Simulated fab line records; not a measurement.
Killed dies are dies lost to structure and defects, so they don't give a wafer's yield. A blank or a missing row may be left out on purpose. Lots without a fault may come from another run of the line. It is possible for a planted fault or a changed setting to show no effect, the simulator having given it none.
Which tool was responsible? :: flow gf180mcu :: 27 wafers from 11 lots sampled at 4 of the route's 602 steps

WHAT THE GAUGES SHOWED, per wafer
GF_STI_BOW_MEAS_00.
lot: L780
measured: day 1 10:01
on: film metro-01
INCOMING_BOW (um): 3 3 0

lot: L781
measured: day 1 15:00
on: film metro-01
INCOMING_BOW (um): 9 1 -4

lot: L782
measured: day 1 20:04
on: film metro-04
INCOMING_BOW (um): -10 -8 15

lot: L783
measured: day 2 01:01
on: film metro-04
INCOMING_BOW (um): 1 -3 2

lot: L786
measured: day 2 16:04
on: film metro-04
INCOMING_BOW (um): 0 -2 2

lot: L789
measured: day 3 07:00
on: film metro-01
INCOMING_BOW (um): 1

lot: L793
measured: day 4 03:02
on: film metro-03
INCOMING_BOW (um): -8

lot: L794
measured: day 4 08:00
on: film metro-03
INCOMING_BOW (um): -2

lot: L795
measured: day 4 13:01
on: film metro-04
INCOMING_BOW (um): 7 2 6

lot: L801
measured: day 5 19:02
on: film metro-04
INCOMING_BOW (um): 5 -4 -8

lot: L802
measured: day 6 00:00
on: film metro-04
INCOMING_BOW (um): 19 3 -2

GF_STI_CD_MEAS_12 targets a cd of 220 nm.
lot: L780
measured: day 2 01:52
on: cd sem-02
cd nm (nm): 220.4 220.7 221.6

lot: L781
measured: day 2 07:29
on: cd sem-02
cd nm (nm): 220.6 220.7 221.1

lot: L782
measured: day 2 12:09
on: cd sem-02
cd nm (nm): 219.5 221.0 220.8

lot: L783
measured: day 2 16:07
on: cd sem-02
cd nm (nm): 219.4 218.5 219.0

lot: L786
measured: day 3 07:37
on: cd sem-01
cd nm (nm): 220.4 221.7 220.6

lot: L789
measured: day 4 00:29
on: cd sem-01
cd nm (nm): 188.3 188.1

lot: L793
measured: day 4 20:53
on: cd sem-02
cd nm (nm): 188.5 188.7

lot: L794
measured: day 5 02:06
on: cd sem-01
cd nm (nm): 188.1 188.3

lot: L795
measured: day 5 07:04
on: cd sem-02
cd nm (nm): 220.1 220.7 218.9

lot: L801
measured: day 6 13:43
on: cd sem-02
cd nm (nm): 220.1 219.1 218.9

lot: L802
measured: day 6 19:04
on: cd sem-01
cd nm (nm): 219.2 219.1 218.8

GF_POLY_GATE_THK_MEAS_01.
lot: L780
measured: day 8 17:23
on: film metro-02
POLY_GATE_CVD_00_THK (nm): 198.5 197.5 198.7

lot: L781
measured: day 8 21:55
on: film metro-04
POLY_GATE_CVD_00_THK (nm): 198.0 199.9 198.8

lot: L782
measured: day 9 13:03
on: film metro-04
POLY_GATE_CVD_00_THK (nm): 198.7 199.8 201.7

lot: L783
measured: day 9 19:27
on: film metro-02
POLY_GATE_CVD_00_THK (nm): 198.4 200.5 199.8

lot: L786
measured: day 10 09:04
on: film metro-02
POLY_GATE_CVD_00_THK (nm): 197.8 197.8 198.1

lot: L789
measured: day 11 08:15
on: film metro-04
POLY_GATE_CVD_00_THK (nm): 201.1

lot: L793
measured: day 12 10:47
on: film metro-04
POLY_GATE_CVD_00_THK (nm): 198.4

lot: L794
measured: day 12 17:34
on: film metro-04
POLY_GATE_CVD_00_THK (nm): 203.5

lot: L795
measured: day 13 03:34
on: film metro-04
POLY_GATE_CVD_00_THK (nm): 205.3 205.5 205.8

lot: L801
measured: day 14 21:20
on: film metro-04
POLY_GATE_CVD_00_THK (nm): 199.1 199.1 197.7

lot: L802
measured: day 15 04:22
on: film metro-04
POLY_GATE_CVD_00_THK (nm): 199.9 202.6 200.8

WHICH TOOL RAN EACH LOT (tool, then ch and the chambers of the sampled wafers, then the start)
lot: L780
GF_STI_EXPOSE_09: krf scanner-01 ch 0, day 1 20:44

lot: L781
GF_STI_EXPOSE_09: krf scanner-02 ch 0, day 2 00:46

lot: L782
GF_STI_EXPOSE_09: krf scanner-01 ch 0, day 2 06:05

lot: L783
GF_STI_EXPOSE_09: krf scanner-01 ch 0, day 2 10:31

lot: L786
GF_STI_EXPOSE_09: krf scanner-01 ch 0, day 3 01:41

lot: L789
GF_STI_EXPOSE_09: krf scanner-01 ch 0, day 3 17:48

lot: L793
GF_STI_EXPOSE_09: krf scanner-01 ch 0, day 4 13:43

lot: L794
GF_STI_EXPOSE_09: krf scanner-01 ch 0, day 4 19:20

lot: L795
GF_STI_EXPOSE_09: krf scanner-02 ch 0, day 4 23:44

lot: L801
GF_STI_EXPOSE_09: krf scanner-02 ch 0, day 6 06:37

lot: L802
GF_STI_EXPOSE_09: krf scanner-02 ch 0, day 6 10:53
- GF_STI_EXPOSE_09: exposes mask COMP, target cd 220 nm.

AS READ BY THE TOOLS THEMSELVES (means over the sampled wafers that have a number; for cases with no such wafer, the mark the record gives instead)
GF_STI_EXPOSE_09.
lot: L780
tool: krf scanner-01
stage vel mm s (mm/s): 499.72

lot: L781
tool: krf scanner-02
stage vel mm s (mm/s): 500.25

lot: L782
tool: krf scanner-01
stage vel mm s (mm/s): 500.22

lot: L783
tool: krf scanner-01
stage vel mm s (mm/s): 500.13

lot: L786
tool: krf scanner-01
stage vel mm s (mm/s): 499.67

lot: L789
tool: krf scanner-01
stage vel mm s (mm/s): 499.91

lot: L793
tool: krf scanner-01
stage vel mm s (mm/s): 499.89

lot: L794
tool: krf scanner-01
stage vel mm s (mm/s): 500.37

lot: L795
tool: krf scanner-02
stage vel mm s (mm/s): 500.49

lot: L801
tool: krf scanner-02
stage vel mm s (mm/s): 500.05

lot: L802
tool: krf scanner-02
stage vel mm s (mm/s): 499.87

THE ANSWER, worked out from the rows above alone
Rule: usual is defined by the lots themselves. Put in order of their means at a reading, lots are off if they are a third of the lots or fewer, leave a main group of 4 or more, and stand apart from it by a gap of 3 or more times the standard deviation of the main group's means; of several such gaps the widest counts. A main group whose means are all the same, to the digits that the tables above print for the reading, isn't used. Also off: a lot with no number at a reading for which 4 or more lots have one. Any other lot the step has rows for is counted as sound. First the gauges in route order, then the tools' own readings, where a lot's mean is used as printed above. At the first step where some lot is off, the reading lying furthest off is the one used; lots without a number count as furthest.
Off, at GF_STI_CD_MEAS_12 on cd nm: L789, L793, L794. The main group has a mean of 220.0 nm with a standard deviation of 0.78.
A tool fits if, at a process step before that reading, it ran every lot that is off, and no sound lot after the first of them. Those tools and the gauges at GF_STI_CD_MEAS_12 are tried in the same way. One candidate fits, namely krf scanner-01 at GF_STI_EXPOSE_09. A fault onset in the window from L786 (day 3 01:41, its last sound lot) to L789 (day 3 17:48, its first lot off) fits.

WHAT WAS PUT IN BY THE SIMULATOR
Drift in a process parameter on krf scanner-01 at GF_STI_EXPOSE_09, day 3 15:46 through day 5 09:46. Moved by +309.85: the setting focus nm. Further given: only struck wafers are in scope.
Lots struck among those shown: L789, L793, L794. The rule given above showed the same thing.
